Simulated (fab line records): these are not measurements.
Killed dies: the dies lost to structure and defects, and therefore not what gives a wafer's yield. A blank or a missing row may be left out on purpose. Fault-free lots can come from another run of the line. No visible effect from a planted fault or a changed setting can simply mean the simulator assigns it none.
A sampling plan put to the test | flow sky130 | 62 faults told of in these records, all on one fab line, each judged by the records of the lots it struck
What counts as the plan is the set of the line's own looks, namely the steps on the route at which a gauge or an inspection reads a wafer and does not change it. Where struck wafers have a number at a look and the file lists that look's usual mean and standard deviation on fault-free wafers, the look can be judged. Caught: at a look after the fault's first step, the mean of the struck wafers lies 4 or more of those standard deviations (sigma) from the usual mean. On the tool: the identical test, applied to the tool's own readings at the steps of the fault. If the struck wafers alone have a blank record, or they carry another recipe, that too counts as caught.

== THE FAULTS, as the simulator had put them in ==
1. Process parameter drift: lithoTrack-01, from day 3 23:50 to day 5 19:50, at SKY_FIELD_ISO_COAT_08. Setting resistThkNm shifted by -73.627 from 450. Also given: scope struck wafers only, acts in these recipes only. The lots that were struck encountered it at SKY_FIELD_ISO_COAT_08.
2. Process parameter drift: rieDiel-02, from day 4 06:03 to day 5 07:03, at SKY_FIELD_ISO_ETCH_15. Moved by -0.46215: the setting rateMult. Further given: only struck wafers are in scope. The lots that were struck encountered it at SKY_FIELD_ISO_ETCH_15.
3. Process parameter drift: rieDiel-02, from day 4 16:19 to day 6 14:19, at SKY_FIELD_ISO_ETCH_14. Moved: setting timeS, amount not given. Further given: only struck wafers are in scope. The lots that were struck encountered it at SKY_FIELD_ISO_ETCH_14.
4. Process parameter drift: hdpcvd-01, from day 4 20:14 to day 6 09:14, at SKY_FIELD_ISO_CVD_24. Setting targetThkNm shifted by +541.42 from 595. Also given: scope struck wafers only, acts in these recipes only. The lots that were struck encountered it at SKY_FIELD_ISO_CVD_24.
5. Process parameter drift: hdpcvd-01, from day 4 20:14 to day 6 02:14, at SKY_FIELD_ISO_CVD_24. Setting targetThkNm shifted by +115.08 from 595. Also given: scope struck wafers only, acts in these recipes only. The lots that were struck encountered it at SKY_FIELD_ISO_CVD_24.
6. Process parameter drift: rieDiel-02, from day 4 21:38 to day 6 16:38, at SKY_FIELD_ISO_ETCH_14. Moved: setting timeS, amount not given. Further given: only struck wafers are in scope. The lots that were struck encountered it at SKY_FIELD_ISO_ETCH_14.
7. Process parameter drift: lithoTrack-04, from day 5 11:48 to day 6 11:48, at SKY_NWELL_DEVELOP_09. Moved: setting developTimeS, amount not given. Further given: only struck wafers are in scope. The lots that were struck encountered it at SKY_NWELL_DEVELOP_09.
8. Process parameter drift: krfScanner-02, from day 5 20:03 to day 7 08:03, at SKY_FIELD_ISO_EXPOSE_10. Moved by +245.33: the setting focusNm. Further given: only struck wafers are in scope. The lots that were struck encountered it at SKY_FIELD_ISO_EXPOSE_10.
9. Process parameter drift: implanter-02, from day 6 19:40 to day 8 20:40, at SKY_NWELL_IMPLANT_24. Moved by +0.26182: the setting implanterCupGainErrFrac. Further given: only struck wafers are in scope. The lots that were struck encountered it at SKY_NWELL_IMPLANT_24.
10. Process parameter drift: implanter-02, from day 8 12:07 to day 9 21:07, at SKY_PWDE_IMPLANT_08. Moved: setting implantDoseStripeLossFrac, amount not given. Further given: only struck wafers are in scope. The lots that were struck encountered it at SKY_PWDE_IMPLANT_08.
11. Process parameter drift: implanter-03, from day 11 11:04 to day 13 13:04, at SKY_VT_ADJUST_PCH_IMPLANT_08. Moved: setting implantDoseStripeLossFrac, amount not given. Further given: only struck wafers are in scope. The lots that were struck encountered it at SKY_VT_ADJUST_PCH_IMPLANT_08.
12. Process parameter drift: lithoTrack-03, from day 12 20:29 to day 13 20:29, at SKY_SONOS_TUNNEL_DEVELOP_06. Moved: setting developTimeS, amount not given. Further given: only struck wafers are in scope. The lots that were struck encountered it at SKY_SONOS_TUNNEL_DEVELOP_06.
13. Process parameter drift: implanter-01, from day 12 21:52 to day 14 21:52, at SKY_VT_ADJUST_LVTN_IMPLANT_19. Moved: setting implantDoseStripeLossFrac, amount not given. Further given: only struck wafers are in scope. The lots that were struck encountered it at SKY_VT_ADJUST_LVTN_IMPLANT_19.
14. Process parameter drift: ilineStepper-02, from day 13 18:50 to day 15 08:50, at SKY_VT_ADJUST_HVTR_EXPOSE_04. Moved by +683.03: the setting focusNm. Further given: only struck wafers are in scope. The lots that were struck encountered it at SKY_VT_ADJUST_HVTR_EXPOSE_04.
15. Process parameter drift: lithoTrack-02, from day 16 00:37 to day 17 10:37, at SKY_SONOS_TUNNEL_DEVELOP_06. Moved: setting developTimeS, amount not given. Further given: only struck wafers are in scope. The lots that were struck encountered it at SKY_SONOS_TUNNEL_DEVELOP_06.
16. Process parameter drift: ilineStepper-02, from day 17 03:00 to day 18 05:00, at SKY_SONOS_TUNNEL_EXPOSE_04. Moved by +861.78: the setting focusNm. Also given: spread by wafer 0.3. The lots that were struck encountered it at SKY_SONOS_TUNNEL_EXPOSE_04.
17. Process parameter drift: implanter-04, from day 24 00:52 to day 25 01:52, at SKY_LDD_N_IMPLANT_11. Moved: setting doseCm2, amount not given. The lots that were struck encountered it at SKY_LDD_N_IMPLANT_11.
18. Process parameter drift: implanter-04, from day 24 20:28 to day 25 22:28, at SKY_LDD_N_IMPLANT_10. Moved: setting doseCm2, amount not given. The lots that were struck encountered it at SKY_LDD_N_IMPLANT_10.
19. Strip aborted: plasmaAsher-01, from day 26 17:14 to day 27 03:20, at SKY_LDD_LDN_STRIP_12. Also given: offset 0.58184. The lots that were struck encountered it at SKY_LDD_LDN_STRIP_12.
20. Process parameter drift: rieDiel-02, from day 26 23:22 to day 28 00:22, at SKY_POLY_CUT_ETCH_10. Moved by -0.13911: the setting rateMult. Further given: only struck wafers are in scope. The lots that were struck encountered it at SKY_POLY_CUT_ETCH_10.
21. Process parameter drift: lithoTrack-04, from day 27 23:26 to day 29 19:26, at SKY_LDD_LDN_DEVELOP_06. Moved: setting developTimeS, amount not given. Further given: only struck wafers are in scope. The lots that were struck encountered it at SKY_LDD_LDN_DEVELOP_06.
22. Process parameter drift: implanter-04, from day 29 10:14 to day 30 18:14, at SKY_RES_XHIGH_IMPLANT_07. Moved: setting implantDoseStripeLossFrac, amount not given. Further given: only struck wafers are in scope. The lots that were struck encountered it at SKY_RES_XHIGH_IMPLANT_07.
23. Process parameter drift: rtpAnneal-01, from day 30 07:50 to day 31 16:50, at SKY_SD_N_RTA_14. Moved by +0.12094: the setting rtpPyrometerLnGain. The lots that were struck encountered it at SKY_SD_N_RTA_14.
24. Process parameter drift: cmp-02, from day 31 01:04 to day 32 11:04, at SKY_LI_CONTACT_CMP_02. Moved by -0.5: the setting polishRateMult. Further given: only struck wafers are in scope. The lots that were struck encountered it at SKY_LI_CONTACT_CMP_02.
25. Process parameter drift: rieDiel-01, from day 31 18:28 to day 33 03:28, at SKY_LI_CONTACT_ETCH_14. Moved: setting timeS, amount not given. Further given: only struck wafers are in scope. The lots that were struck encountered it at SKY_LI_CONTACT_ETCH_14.
26. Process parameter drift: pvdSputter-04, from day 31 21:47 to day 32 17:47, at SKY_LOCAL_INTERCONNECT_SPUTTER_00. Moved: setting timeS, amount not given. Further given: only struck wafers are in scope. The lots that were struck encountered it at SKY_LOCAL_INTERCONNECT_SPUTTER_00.
27. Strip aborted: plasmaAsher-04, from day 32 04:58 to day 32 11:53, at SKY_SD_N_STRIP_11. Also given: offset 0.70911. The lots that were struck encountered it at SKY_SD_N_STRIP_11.
28. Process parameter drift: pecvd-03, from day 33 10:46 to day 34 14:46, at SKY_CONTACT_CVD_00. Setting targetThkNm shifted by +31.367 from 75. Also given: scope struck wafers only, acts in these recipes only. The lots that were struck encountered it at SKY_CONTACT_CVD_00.
29. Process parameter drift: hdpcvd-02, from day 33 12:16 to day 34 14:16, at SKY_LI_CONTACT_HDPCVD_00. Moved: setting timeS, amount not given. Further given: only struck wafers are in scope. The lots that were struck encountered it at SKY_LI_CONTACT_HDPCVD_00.
30. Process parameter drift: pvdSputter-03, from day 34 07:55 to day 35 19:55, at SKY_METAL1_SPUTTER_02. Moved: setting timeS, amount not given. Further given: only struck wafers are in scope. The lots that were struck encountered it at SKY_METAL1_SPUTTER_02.
31. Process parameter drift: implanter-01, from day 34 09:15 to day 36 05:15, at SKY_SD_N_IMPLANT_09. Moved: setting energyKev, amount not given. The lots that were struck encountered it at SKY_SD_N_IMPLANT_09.
32. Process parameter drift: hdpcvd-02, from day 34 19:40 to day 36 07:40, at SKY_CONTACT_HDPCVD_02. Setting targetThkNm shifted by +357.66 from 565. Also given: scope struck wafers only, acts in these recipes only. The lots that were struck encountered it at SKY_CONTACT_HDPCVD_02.
33. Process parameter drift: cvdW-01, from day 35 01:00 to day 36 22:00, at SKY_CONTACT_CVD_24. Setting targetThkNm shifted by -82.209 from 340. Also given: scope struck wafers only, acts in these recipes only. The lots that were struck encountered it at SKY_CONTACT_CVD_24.
34. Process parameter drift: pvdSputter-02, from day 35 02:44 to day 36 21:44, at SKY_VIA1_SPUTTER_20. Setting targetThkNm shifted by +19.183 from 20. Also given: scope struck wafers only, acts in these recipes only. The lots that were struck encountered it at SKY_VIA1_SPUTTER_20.
35. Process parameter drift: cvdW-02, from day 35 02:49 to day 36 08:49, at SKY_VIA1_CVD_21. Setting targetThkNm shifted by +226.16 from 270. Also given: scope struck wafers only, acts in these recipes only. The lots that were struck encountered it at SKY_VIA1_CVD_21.
36. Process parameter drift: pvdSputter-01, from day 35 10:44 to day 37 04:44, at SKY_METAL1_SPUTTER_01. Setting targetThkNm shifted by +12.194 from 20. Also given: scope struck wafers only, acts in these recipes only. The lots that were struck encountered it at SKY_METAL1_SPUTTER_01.
37. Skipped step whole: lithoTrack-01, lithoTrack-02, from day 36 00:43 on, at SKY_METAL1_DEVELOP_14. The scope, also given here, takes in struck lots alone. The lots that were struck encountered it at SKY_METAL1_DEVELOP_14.
38. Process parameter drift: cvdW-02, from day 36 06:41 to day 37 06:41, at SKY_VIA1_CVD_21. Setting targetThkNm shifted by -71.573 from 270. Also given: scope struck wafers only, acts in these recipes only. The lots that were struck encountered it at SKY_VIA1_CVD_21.
39. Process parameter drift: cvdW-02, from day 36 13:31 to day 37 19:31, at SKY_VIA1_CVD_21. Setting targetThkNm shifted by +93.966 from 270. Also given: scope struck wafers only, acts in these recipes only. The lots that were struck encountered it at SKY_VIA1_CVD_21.
40. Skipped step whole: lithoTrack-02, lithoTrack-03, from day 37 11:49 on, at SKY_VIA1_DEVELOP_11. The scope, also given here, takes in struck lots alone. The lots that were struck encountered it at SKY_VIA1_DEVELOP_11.
41. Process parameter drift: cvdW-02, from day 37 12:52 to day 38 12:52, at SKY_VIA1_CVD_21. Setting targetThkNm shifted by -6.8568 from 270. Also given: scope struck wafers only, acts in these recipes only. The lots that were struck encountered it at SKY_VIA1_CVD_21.
42. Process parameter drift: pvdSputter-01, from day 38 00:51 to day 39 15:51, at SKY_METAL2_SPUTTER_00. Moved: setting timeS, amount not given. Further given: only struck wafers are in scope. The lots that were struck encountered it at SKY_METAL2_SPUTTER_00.
43. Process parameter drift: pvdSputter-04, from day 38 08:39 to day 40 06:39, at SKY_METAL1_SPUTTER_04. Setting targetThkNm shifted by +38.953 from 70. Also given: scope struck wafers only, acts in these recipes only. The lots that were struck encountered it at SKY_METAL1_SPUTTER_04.
44. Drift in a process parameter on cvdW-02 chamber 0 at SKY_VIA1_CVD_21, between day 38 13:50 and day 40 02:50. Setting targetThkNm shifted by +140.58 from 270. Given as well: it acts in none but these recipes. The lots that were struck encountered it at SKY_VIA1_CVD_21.
45. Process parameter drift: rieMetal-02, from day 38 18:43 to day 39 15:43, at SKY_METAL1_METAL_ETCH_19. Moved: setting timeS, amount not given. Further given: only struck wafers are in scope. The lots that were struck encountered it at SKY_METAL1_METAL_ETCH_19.
46. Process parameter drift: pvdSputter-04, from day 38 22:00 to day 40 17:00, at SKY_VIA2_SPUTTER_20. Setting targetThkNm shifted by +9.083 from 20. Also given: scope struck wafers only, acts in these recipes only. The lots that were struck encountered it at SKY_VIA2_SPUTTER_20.
47. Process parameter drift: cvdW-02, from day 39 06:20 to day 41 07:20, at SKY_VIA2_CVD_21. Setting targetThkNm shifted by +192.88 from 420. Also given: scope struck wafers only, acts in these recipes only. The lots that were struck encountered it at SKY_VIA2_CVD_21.
48. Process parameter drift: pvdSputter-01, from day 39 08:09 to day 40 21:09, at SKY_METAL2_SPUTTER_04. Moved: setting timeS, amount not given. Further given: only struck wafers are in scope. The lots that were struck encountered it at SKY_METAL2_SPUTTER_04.
49. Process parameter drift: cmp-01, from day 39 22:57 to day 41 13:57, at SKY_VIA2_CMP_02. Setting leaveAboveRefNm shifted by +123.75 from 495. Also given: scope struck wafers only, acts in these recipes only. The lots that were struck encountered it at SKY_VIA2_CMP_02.
50. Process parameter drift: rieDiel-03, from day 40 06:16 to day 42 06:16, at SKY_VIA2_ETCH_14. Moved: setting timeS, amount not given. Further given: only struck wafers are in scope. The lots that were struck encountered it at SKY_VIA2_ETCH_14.
51. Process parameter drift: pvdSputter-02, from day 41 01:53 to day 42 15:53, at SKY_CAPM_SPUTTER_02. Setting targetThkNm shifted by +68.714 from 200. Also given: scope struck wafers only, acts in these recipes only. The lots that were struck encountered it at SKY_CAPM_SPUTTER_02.
52. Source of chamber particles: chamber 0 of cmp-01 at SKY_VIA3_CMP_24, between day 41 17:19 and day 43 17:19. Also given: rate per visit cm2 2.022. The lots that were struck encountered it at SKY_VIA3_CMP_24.
53. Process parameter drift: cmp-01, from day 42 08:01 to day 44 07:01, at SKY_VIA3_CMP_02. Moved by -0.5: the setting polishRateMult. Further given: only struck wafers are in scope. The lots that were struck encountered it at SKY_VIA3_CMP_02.
54. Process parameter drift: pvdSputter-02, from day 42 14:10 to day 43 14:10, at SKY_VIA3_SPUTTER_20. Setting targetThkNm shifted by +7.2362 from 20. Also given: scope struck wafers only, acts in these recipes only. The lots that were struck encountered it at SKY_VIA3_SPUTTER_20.
55. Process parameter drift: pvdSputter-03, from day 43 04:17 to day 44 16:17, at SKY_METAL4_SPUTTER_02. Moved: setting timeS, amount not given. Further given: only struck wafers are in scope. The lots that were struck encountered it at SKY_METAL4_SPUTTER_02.
56. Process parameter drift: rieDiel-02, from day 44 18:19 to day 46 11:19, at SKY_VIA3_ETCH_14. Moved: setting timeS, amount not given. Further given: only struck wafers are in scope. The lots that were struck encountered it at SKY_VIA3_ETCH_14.
57. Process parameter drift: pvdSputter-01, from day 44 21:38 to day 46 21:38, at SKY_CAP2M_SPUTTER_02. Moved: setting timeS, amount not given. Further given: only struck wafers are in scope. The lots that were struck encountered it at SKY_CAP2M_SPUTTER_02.
58. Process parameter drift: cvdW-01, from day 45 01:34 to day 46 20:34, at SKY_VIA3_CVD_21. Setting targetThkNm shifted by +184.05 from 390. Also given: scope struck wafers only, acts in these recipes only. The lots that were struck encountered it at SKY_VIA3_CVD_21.
59. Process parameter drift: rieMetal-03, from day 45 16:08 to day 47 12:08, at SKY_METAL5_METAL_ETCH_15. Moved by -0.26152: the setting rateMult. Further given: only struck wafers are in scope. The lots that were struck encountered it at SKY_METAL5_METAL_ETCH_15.
60. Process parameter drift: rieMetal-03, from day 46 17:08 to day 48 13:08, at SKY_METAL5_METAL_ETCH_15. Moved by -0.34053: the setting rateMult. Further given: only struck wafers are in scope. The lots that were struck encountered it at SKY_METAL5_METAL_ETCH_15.
61. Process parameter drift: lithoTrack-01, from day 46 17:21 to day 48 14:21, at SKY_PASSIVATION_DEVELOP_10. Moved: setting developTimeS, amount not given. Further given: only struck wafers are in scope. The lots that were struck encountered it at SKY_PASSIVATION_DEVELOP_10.
62. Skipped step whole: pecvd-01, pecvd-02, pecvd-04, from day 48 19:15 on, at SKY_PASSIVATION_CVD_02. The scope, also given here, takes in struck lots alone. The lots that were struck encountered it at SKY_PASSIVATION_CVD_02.

== WHAT THE PLAN SAW ==
fault | on the tool itself                               | first look that catches it                      | reading, sigma                                                    | median hours from its first step to that look | hours from the fault's start to the first struck lot there | judged looks passed uncaught
1     | no reading that can be judged                    | none of the 2 looks that can be judged after it | -                                                                 | -                                             | -                                                          | 2
2     | oesProductAu -39 sigma                           | no look after it can be judged                  | -                                                                 | -                                             | -                                                          | 0
3     | runLengthS +60 sigma                             | none of the 3 looks that can be judged after it | -                                                                 | -                                             | -                                                          | 3
4     | no reading that can be judged                    | SKY_FIELD_ISO_THK_MEAS_25                       | FIELD_ISO_CVD_24_THK +94                                          | 0.1                                           | 2                                                          | 0
5     | under 2 sigma                                    | SKY_FIELD_ISO_THK_MEAS_25                       | FIELD_ISO_CVD_24_THK +19                                          | 0.1                                           | 2                                                          | 0
6     | runLengthS -50 sigma                             | no look after it can be judged                  | -                                                                 | -                                             | -                                                          | 0
7     | no reading that can be judged                    | none of the 6 looks that can be judged after it | -                                                                 | -                                             | -                                                          | 6
8     | under 2 sigma                                    | SKY_FIELD_ISO_CD_MEAS_13                        | cdNm -18                                                          | 8.7                                           | 12                                                         | 0
9     | faradayCurrentUA +12 sigma                       | SKY_NWELL_TW_MEAS_26                            | NWELL_2_TW -8.3                                                   | 0.2                                           | 10                                                         | 0
10    | no reading that can be judged                    | SKY_NWELL_RS_MEAS_31                            | PWDE_RS +4.1                                                      | 44.8                                          | 49                                                         | 1
11    | no reading that can be judged                    | none of the 3 looks that can be judged after it | strongest: VT_ADJUST_PCH_TW at SKY_VT_ADJUST_PCH_TW_MEAS_10, -2.9 | -                                             | -                                                          | 3
12    | under 2 sigma                                    | SKY_SONOS_TUNNEL_CD_MEAS_07                     | cdNm -48                                                          | 0.1                                           | 8                                                          | 0
13    | no reading that can be judged                    | SKY_VT_ADJUST_LVTN_TW_MEAS_21                   | VT_ADJUST_LVTN_2_TW -6.3                                          | 0.2                                           | 5                                                          | 0
14    | under 2 sigma                                    | none of the 2 looks that can be judged after it | strongest: cdNm at SKY_VT_ADJUST_HVTR_CD_MEAS_07, -3.4            | -                                             | -                                                          | 2
15    | no reading that can be judged                    | SKY_SONOS_TUNNEL_CD_MEAS_07                     | cdNm +16                                                          | 0.1                                           | 5                                                          | 0
16    | no reading that can be judged                    | none of the 2 looks that can be judged after it | strongest: cdNm at SKY_SONOS_TUNNEL_CD_MEAS_07, +3.6              | -                                             | -                                                          | 2
17    | doseIonsCm2 +99 or beyond sigma                  | SKY_LDD_N_TW_MEAS_17                            | LDD_N_TW +10                                                      | 0.9                                           | 18                                                         | 0
18    | doseIonsCm2 +99 or beyond sigma                  | SKY_LDD_N_TW_MEAS_17                            | LDD_N_TW +7.2                                                     | 1.0                                           | 4                                                          | 0
19    | oesProductAu +49 sigma                           | no look after it can be judged                  | -                                                                 | -                                             | -                                                          | 0
20    | under 2 sigma                                    | no look after it can be judged                  | -                                                                 | -                                             | -                                                          | 0
21    | under 2 sigma                                    | SKY_LDD_LDN_TW_MEAS_13                          | LDD_LDN_TW -72                                                    | 0.9                                           | 7                                                          | 0
22    | no reading that can be judged                    | SKY_RES_XHIGH_TW_MEAS_09                        | RES_XHIGH_TW -4.7                                                 | 0.2                                           | 6                                                          | 0
23    | lampPowerPct -10 sigma                           | SKY_SD_N_RS_MEAS_16                             | SD_N_RS +21                                                       | 0.2                                           | 1                                                          | 0
24    | timeToEndpointS +4.2 sigma                       | none of the 2 looks that can be judged after it | -                                                                 | -                                             | -                                                          | 2
25    | runLengthS -67 sigma                             | not the one look that can be judged after it    | -                                                                 | -                                             | -                                                          | 1
26    | under 2 sigma                                    | SKY_LOCAL_INTERCONNECT_RS_MEAS_01               | LOCAL_INTERCONNECT_TIN_RS -26                                     | 0.1                                           | 7                                                          | 0
27    | oesProductAu -45 sigma                           | no look after it can be judged                  | -                                                                 | -                                             | -                                                          | 0
28    | under 2 sigma                                    | SKY_CONTACT_THK_MEAS_01                         | CONTACT_CVD_00_THK +33                                            | 0.0                                           | 2                                                          | 0
29    | runLengthS +99 or beyond sigma                   | SKY_LI_CONTACT_THK_MEAS_01                      | LI_CONTACT_HDPCVD_THK +57                                         | 0.1                                           | 13                                                         | 0
30    | under 2 sigma                                    | SKY_METAL1_RS_MEAS_05                           | METAL1_ALCU_RS -21                                                | 0.1                                           | 10                                                         | 0
31    | beamEnergyKeV +99 or beyond sigma                | SKY_SD_N_TW_MEAS_12                             | SD_N_TW +4.9                                                      | 0.4                                           | 5                                                          | 0
32    | no reading that can be judged                    | SKY_CONTACT_THK_MEAS_03                         | CONTACT_HDPCVD_THK +60                                            | 0.1                                           | 11                                                         | 0
33    | under 2 sigma                                    | SKY_CONTACT_RS_MEAS_25                          | CONTACT_W_RS +34                                                  | 0.1                                           | 8                                                          | 0
34    | under 2 sigma                                    | no look after it can be judged                  | -                                                                 | -                                             | -                                                          | 0
35    | under 2 sigma                                    | SKY_VIA1_RS_MEAS_22                             | VIA1_W_RS -29                                                     | 0.1                                           | 25                                                         | 0
36    | under 2 sigma                                    | no look after it can be judged                  | -                                                                 | -                                             | -                                                          | 0
37    | no reading that can be judged                    | no look after it can be judged                  | -                                                                 | -                                             | -                                                          | 0
38    | under 2 sigma                                    | SKY_VIA1_RS_MEAS_22                             | VIA1_W_RS +25                                                     | 0.1                                           | 3                                                          | 0
39    | under 2 sigma                                    | SKY_VIA1_RS_MEAS_22                             | VIA1_W_RS -16                                                     | 0.1                                           | 6                                                          | 0
40    | no reading that can be judged                    | no look after it can be judged                  | -                                                                 | -                                             | -                                                          | 0
41    | under 2 sigma                                    | not the one look that can be judged after it    | strongest: VIA1_W_RS at SKY_VIA1_RS_MEAS_22, +2.2                 | -                                             | -                                                          | 1
42    | under 2 sigma                                    | no look after it can be judged                  | -                                                                 | -                                             | -                                                          | 0
43    | under 2 sigma                                    | SKY_METAL1_THK_MEAS_06                          | METAL1_ALCU_THK -5.7                                              | 0.2                                           | 7                                                          | 1
44    | under 2 sigma                                    | SKY_VIA1_RS_MEAS_22                             | VIA1_W_RS -22                                                     | 0.1                                           | 6                                                          | 0
45    | runLengthS -54 sigma                             | not the one look that can be judged after it    | -                                                                 | -                                             | -                                                          | 1
46    | under 2 sigma                                    | no look after it can be judged                  | -                                                                 | -                                             | -                                                          | 0
47    | under 2 sigma                                    | SKY_VIA2_RS_MEAS_22                             | VIA2_W_RS -19                                                     | 0.1                                           | 1                                                          | 0
48    | under 2 sigma                                    | none of the 4 looks that can be judged after it | -                                                                 | -                                             | -                                                          | 4
49    | under 2 sigma                                    | no look after it can be judged                  | -                                                                 | -                                             | -                                                          | 0
50    | oesProductAu +28 sigma                           | no look after it can be judged                  | -                                                                 | -                                             | -                                                          | 0
51    | under 2 sigma                                    | SKY_CAPM_RS_MEAS_03                             | CAPM_TIN_RS -27                                                   | 0.1                                           | 13                                                         | 0
52    | under 2 sigma                                    | no look after it can be judged                  | -                                                                 | -                                             | -                                                          | 0
53    | under 2 sigma                                    | no look after it can be judged                  | -                                                                 | -                                             | -                                                          | 0
54    | under 2 sigma                                    | no look after it can be judged                  | -                                                                 | -                                             | -                                                          | 0
55    | under 2 sigma                                    | no look after it can be judged                  | -                                                                 | -                                             | -                                                          | 0
56    | oesProductAu +22 sigma                           | no look after it can be judged                  | -                                                                 | -                                             | -                                                          | 0
57    | under 2 sigma                                    | SKY_CAP2M_RS_MEAS_03                            | CAP2M_TIN_RS +19                                                  | 0.1                                           | 7                                                          | 0
58    | under 2 sigma                                    | SKY_VIA3_RS_MEAS_22                             | VIA3_W_RS -14                                                     | 0.1                                           | 5                                                          | 0
59    | oesProductAu -12 sigma                           | no look after it can be judged                  | -                                                                 | -                                             | -                                                          | 0
60    | oesProductAu -21 sigma                           | no look after it can be judged                  | -                                                                 | -                                             | -                                                          | 0
61    | under 2 sigma                                    | no look after it can be judged                  | -                                                                 | -                                             | -                                                          | 0
62    | the tool's record is blank for the struck wafers | no look after it can be judged                  | -                                                                 | -                                             | -                                                          | 0
A dash: the fault isn't caught, or these records don't give the number.

Caught at a look: 29 of 62. Caught on the tool: 19 of 62. By one or the other: 42 of 62.
Faults caught by the tool alone: 2, 3, 6, 19, 24, 25, 27, 45, 50, 56, 59, 60, 62.
Caught at a look alone: faults 4, 5, 8, 10, 12, 13, 15, 21, 22, 26, 28, 30, 32, 33, 35, 38, 39, 43, 44, 47, 51, 57, 58.
Caught by neither: faults 1, 7, 11, 14, 16, 20, 34, 36, 37, 40, 41, 42, 46, 48, 49, 52, 53, 54, 55, 61.

== THINNER SAMPLING ==
If the look that catches a fault measured only every second or every third lot, by lot number, the first struck lot would be measured this late in the worst case:
fault | struck lots at that look, in order of time | every lot | every second lot | every third lot
4     | L286, L287, L291                           | 2 h       | 8 h              | 34 h
5     | L402, L403                                 | 2 h       | 8 h              | may miss all 2
8     | L280, L281, L282                           | 12 h      | 16 h             | 23 h
9     | L252, L253, L256                           | 10 h      | 14 h             | may miss all 3
10    | L335                                       | 49 h      | may miss it      | may miss it
12    | L998, L999, L100                           | 8 h       | 15 h             | 21 h
13    | L662, L663, L666                           | 5 h       | 13 h             | may miss all 3
15    | L861, L862                                 | 5 h       | 21 h             | may miss all 2
17    | L416, L419, L418                           | 18 h      | 24 h             | may miss all 3
18    | L359, L358                                 | 4 h       | 6 h              | may miss all 2
21    | L781, L783                                 | 7 h       | may miss all 2   | may miss all 2
22    | L783, L786                                 | 6 h       | 29 h             | may miss all 2
23    | L889, L892, L895                           | 1 h       | 14 h             | may miss all 3
26    | L899, L900                                 | 7 h       | 12 h             | may miss all 2
28    | L416, L417, L419                           | 2 h       | 12 h             | may miss all 3
29    | L119, L121                                 | 13 h      | may miss all 2   | may miss all 2
30    | L766                                       | 10 h      | may miss it      | may miss it
31    | L833, L834, L835                           | 5 h       | 17 h             | 23 h
32    | L132, L133                                 | 11 h      | 27 h             | may miss all 2
33    | L374, L376, L377                           | 8 h       | 33 h             | may miss all 3
35    | L937                                       | 25 h      | may miss it      | may miss it
38    | L434, L438                                 | 3 h       | may miss all 2   | may miss all 2
39    | L416, L418, L419                           | 6 h       | 27 h             | may miss all 3
43    | L177, L178                                 | 7 h       | 12 h             | may miss all 2
44    | L736, L739                                 | 6 h       | 30 h             | may miss all 2
47    | L986, L987                                 | 1 h       | 9 h              | may miss all 2
51    | L392, L393                                 | 13 h      | 25 h             | may miss all 2
57    | L600, L602                                 | 7 h       | may miss all 2   | may miss all 2
58    | L533, L532                                 | 5 h       | 8 h              | may miss all 2
Hours: fault start to first struck lot measured. Since the struck wafers were tested as one group against 4 sigma, a single lot by itself may lie under the limit. Other struck lots may not be in these records.

== THE LONGEST TIMED WAY FROM STEP TO LOOK ==
In fault 10, a median of 44.8 hours elapses between SKY_PWDE_IMPLANT_08 and SKY_NWELL_RS_MEAS_31. The look between them that can be judged stayed within 4 sigma: SKY_PWDE_TW_MEAS_10.
